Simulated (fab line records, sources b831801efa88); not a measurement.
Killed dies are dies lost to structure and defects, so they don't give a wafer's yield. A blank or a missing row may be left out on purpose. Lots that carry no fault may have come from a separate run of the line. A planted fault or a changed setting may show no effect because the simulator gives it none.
Which tool was responsible? :: flow sky130 :: Sampling: 13 lots, 39 wafers, 4 of 708 route steps

WHAT THE GAUGES READ, wafer by wafer
SKY_NWELL_RS_MEAS_31: measurement is done with a four-point probe.
lot: L532
measured: day 5 06:08
on: film-metro-02
PWDE_RS (ohm/sq): 5302 5294 5299

lot: L533
measured: day 5 14:53
on: film-metro-02
PWDE_RS (ohm/sq): 5320 5292 5298

lot: L535
measured: day 6 09:17
on: film-metro-02
PWDE_RS (ohm/sq): 5262 5266 5282

lot: L537
measured: day 6 16:14
on: film-metro-02
PWDE_RS (ohm/sq): 5240 5252 5280

lot: L536
measured: day 6 17:08
on: film-metro-01
PWDE_RS (ohm/sq): 5281 5279 5289

lot: L543
measured: day 8 03:44
on: film-metro-01
PWDE_RS (ohm/sq): 5283 5293 5283

lot: L548
measured: day 9 07:51
on: film-metro-04
PWDE_RS (ohm/sq): 5257 5285 5248

lot: L549
measured: day 9 13:44
on: film-metro-04
PWDE_RS (ohm/sq): 5255 5268 5285

lot: L551
measured: day 10 04:13
on: film-metro-04
PWDE_RS (ohm/sq): 5282 5280 5279

lot: L552
measured: day 10 08:34
on: film-metro-04
PWDE_RS (ohm/sq): 5284 5287 5272

lot: L553
measured: day 10 15:05
on: film-metro-04
PWDE_RS (ohm/sq): 5274 5276 5285

lot: L554
measured: day 10 20:46
on: film-metro-01
PWDE_RS (ohm/sq): 5265 5265 5280

lot: L555
measured: day 11 05:53
on: film-metro-01
PWDE_RS (ohm/sq): 5268 5262 5257

SKY_VT_ADJUST_NCORE_TW_MEAS_11.
lot: L532
measured: day 8 13:17
on: film-metro-03
VT_ADJUST_NCORE_TW: 222.1 222.5 222.0

lot: L533
measured: day 8 22:44
on: film-metro-04
VT_ADJUST_NCORE_TW: 221.8 221.6 220.8

lot: L535
measured: day 9 20:22
on: film-metro-02
VT_ADJUST_NCORE_TW: 222.6 222.9 221.2

lot: L537
measured: day 10 02:54
on: film-metro-02
VT_ADJUST_NCORE_TW: 219.4 220.0 219.3

lot: L536
measured: day 10 05:04
on: film-metro-04
VT_ADJUST_NCORE_TW: 220.6 221.1 220.8

lot: L543
measured: day 11 21:23
on: film-metro-04
VT_ADJUST_NCORE_TW: 221.0 221.4 221.9

lot: L548
measured: day 13 06:28
on: film-metro-02
VT_ADJUST_NCORE_TW: 222.3 221.2 221.8

lot: L549
measured: day 13 13:05
on: film-metro-04
VT_ADJUST_NCORE_TW: 219.7 220.0 218.5

lot: L551
measured: day 14 05:51
on: film-metro-04
VT_ADJUST_NCORE_TW: 222.3 222.3 222.6

lot: L552
measured: day 14 10:54
on: film-metro-02
VT_ADJUST_NCORE_TW: 220.1 220.5 219.2

lot: L553
measured: day 14 16:58
on: film-metro-04
VT_ADJUST_NCORE_TW: 222.2 222.1 221.7

lot: L554
measured: day 15 01:38
on: film-metro-02
VT_ADJUST_NCORE_TW: 220.1 218.8 220.6

lot: L555
measured: day 15 12:43
on: film-metro-03
VT_ADJUST_NCORE_TW: 219.8 219.5 219.1

WHAT TOOL EACH LOT RAN ON (gives the tool, then ch and the chambers of the sampled wafers, and finally the start)
lot: L532
SKY_PWDE_STRIP_09: plasma-asher-04 ch 0,1, day 3 18:13
SKY_VT_ADJUST_LVTN_DEHYDRATE_00: litho-track-01 ch 0, day 6 09:32

lot: L533
SKY_PWDE_STRIP_09: plasma-asher-04 ch 0,1, day 4 01:39
SKY_VT_ADJUST_LVTN_DEHYDRATE_00: litho-track-02 ch 0, day 6 19:03

lot: L535
SKY_PWDE_STRIP_09: plasma-asher-04 ch 0,1, day 4 18:45
SKY_VT_ADJUST_LVTN_DEHYDRATE_00: litho-track-01 ch 0, day 7 14:07

lot: L537
SKY_PWDE_STRIP_09: plasma-asher-03 ch 0,1, day 5 01:40
SKY_VT_ADJUST_LVTN_DEHYDRATE_00: litho-track-01 ch 0, day 7 20:34

lot: L536
SKY_PWDE_STRIP_09: plasma-asher-03 ch 0,1, day 5 02:35
SKY_VT_ADJUST_LVTN_DEHYDRATE_00: litho-track-01 ch 0, day 7 21:28

lot: L543
SKY_PWDE_STRIP_09: plasma-asher-03 ch 0,1, day 6 10:08
SKY_VT_ADJUST_LVTN_DEHYDRATE_00: litho-track-01 ch 0, day 9 10:52

lot: L548
SKY_PWDE_STRIP_09: plasma-asher-04 ch 0,1, day 7 13:21
SKY_VT_ADJUST_LVTN_DEHYDRATE_00: litho-track-03 ch 0, day 10 17:27

lot: L549
SKY_PWDE_STRIP_09: plasma-asher-04 ch 0,1, day 7 18:41
SKY_VT_ADJUST_LVTN_DEHYDRATE_00: litho-track-03 ch 0, day 10 23:27

lot: L551
SKY_PWDE_STRIP_09: plasma-asher-04 ch 1, day 8 07:58
SKY_VT_ADJUST_LVTN_DEHYDRATE_00: litho-track-03 ch 0, day 11 13:41

lot: L552
SKY_PWDE_STRIP_09: plasma-asher-01 ch 0,1, day 8 12:31
SKY_VT_ADJUST_LVTN_DEHYDRATE_00: litho-track-02 ch 0, day 11 18:32

lot: L553
SKY_PWDE_STRIP_09: plasma-asher-03 ch 0,1, day 8 18:01
SKY_VT_ADJUST_LVTN_DEHYDRATE_00: litho-track-01 ch 0, day 12 01:28

lot: L554
SKY_PWDE_STRIP_09: plasma-asher-01 ch 0,1, day 8 23:47
SKY_VT_ADJUST_LVTN_DEHYDRATE_00: litho-track-01 ch 0, day 12 07:44

lot: L555
SKY_PWDE_STRIP_09: plasma-asher-01 ch 0,1, day 9 07:39
SKY_VT_ADJUST_LVTN_DEHYDRATE_00: litho-track-01 ch 0, day 12 17:41
- SKY_PWDE_STRIP_09: strips in O2/N2.
- SKY_VT_ADJUST_LVTN_DEHYDRATE_00: time 60 s.

WHAT THE TOOLS THEMSELVES READ (means of the sampled wafers that have a number; where no wafer has one, the mark that the record gives instead)
SKY_PWDE_STRIP_09.
lot: L532
tool: plasma-asher-04
drypump-motor-current-A (A): 5.18
o2-flow-sccm (sccm): 3000
oes-product-au (a.u.): 0.725
strip-time-to-endpoint-s (s): 36.88

lot: L533
tool: plasma-asher-04
drypump-motor-current-A (A): 5.19
o2-flow-sccm (sccm): 3000
oes-product-au (a.u.): 0.725
strip-time-to-endpoint-s (s): 37.02

lot: L535
tool: plasma-asher-04
drypump-motor-current-A (A): 5.29
o2-flow-sccm (sccm): 2989
oes-product-au (a.u.): 0.722
strip-time-to-endpoint-s (s): 37.00

lot: L537
tool: plasma-asher-03
drypump-motor-current-A (A): 5.66
o2-flow-sccm (sccm): 2996
oes-product-au (a.u.): 0.723
strip-time-to-endpoint-s (s): 37.03

lot: L536
tool: plasma-asher-03
drypump-motor-current-A (A): 5.69
o2-flow-sccm (sccm): 2990
oes-product-au (a.u.): 0.726
strip-time-to-endpoint-s (s): 37.04

lot: L543
tool: plasma-asher-03
drypump-motor-current-A (A): 5.67
o2-flow-sccm (sccm): 3000
oes-product-au (a.u.): 0.726
strip-time-to-endpoint-s (s): 37.00

lot: L548
tool: plasma-asher-04
drypump-motor-current-A (A): 5.27
o2-flow-sccm (sccm): 2991
oes-product-au (a.u.): 0.722
strip-time-to-endpoint-s (s): 36.96

lot: L549
tool: plasma-asher-04
drypump-motor-current-A (A): 5.29
o2-flow-sccm (sccm): 2996
oes-product-au (a.u.): 0.725
strip-time-to-endpoint-s (s): 37.04

lot: L551
tool: plasma-asher-04
drypump-motor-current-A (A): 5.36
o2-flow-sccm (sccm): 2991
oes-product-au (a.u.): 0.716
strip-time-to-endpoint-s (s): 37.12

lot: L552
tool: plasma-asher-01
drypump-motor-current-A (A): 5.05
o2-flow-sccm (sccm): 2996
oes-product-au (a.u.): 0.721
strip-time-to-endpoint-s (s): 36.99

lot: L553
tool: plasma-asher-03
drypump-motor-current-A (A): 5.67
o2-flow-sccm (sccm): 3008
oes-product-au (a.u.): 0.721
strip-time-to-endpoint-s (s): 37.03

lot: L554
tool: plasma-asher-01
drypump-motor-current-A (A): 5.24
o2-flow-sccm (sccm): 2994
oes-product-au (a.u.): 0.723
strip-time-to-endpoint-s (s): 37.02

lot: L555
tool: plasma-asher-01
drypump-motor-current-A (A): 5.03
o2-flow-sccm (sccm): 3005
oes-product-au (a.u.): 0.723
strip-time-to-endpoint-s (s): 36.95

SKY_VT_ADJUST_LVTN_DEHYDRATE_00.
lot: L532
tool: litho-track-01
heater-power-total-W (W): 160.26
plate-temp-C (C): 200.22

lot: L533
tool: litho-track-02
heater-power-total-W (W): 160.42
plate-temp-C (C): 200.02

lot: L535
tool: litho-track-01
heater-power-total-W (W): 160.31
plate-temp-C (C): 199.93

lot: L537
tool: litho-track-01
heater-power-total-W (W): 160.27
plate-temp-C (C): 200.10

lot: L536
tool: litho-track-01
heater-power-total-W (W): 157.70
plate-temp-C (C): 197.45

lot: L543
tool: litho-track-01
heater-power-total-W (W): 157.86
plate-temp-C (C): 197.28

lot: L548
tool: litho-track-03
heater-power-total-W (W): 160.40
plate-temp-C (C): 199.96

lot: L549
tool: litho-track-03
heater-power-total-W (W): 160.51
plate-temp-C (C): 200.22

lot: L551
tool: litho-track-03
heater-power-total-W (W): 160.39
plate-temp-C (C): 200.18

lot: L552
tool: litho-track-02
heater-power-total-W (W): 160.42
plate-temp-C (C): 200.01

lot: L553
tool: litho-track-01
heater-power-total-W (W): 160.34
plate-temp-C (C): 199.97

lot: L554
tool: litho-track-01
heater-power-total-W (W): 160.45
plate-temp-C (C): 200.07

lot: L555
tool: litho-track-01
heater-power-total-W (W): 160.37
plate-temp-C (C): 200.27

THE ANSWER, worked out from the rows above alone
Rule: what is usual is taken from the lots themselves. Put in order of their means at a reading, lots are off if they are a third of the lots or fewer, leave a main group of 4 or more, and stand apart from it by a gap of 3 or more times the standard deviation of the main group's means; of several such gaps the widest counts. If all means in a main group match to the digits the tables above print for the reading, that group is not used. Also off: a lot with no number at a reading for which 4 or more lots have one. Where the step has rows for the other lots, those lots are counted as sound. The gauges are gone through in route order, then the tools' own readings, and for those a lot's mean is taken as printed above. At the first step where some lot is off, the reading lying furthest off is the one used; lots without a number count as furthest.
Off at SKY_VT_ADJUST_LVTN_DEHYDRATE_00 (heater-power-total-W): L536, L543. The main group: mean 160.38 W, standard deviation 0.073.
A tool fits if, at that step or a process step before it, it ran every lot that is off, and no sound lot after the first of them. Not one of the candidates tried fits.

WHAT HAD BEEN PUT IN BY THE SIMULATOR
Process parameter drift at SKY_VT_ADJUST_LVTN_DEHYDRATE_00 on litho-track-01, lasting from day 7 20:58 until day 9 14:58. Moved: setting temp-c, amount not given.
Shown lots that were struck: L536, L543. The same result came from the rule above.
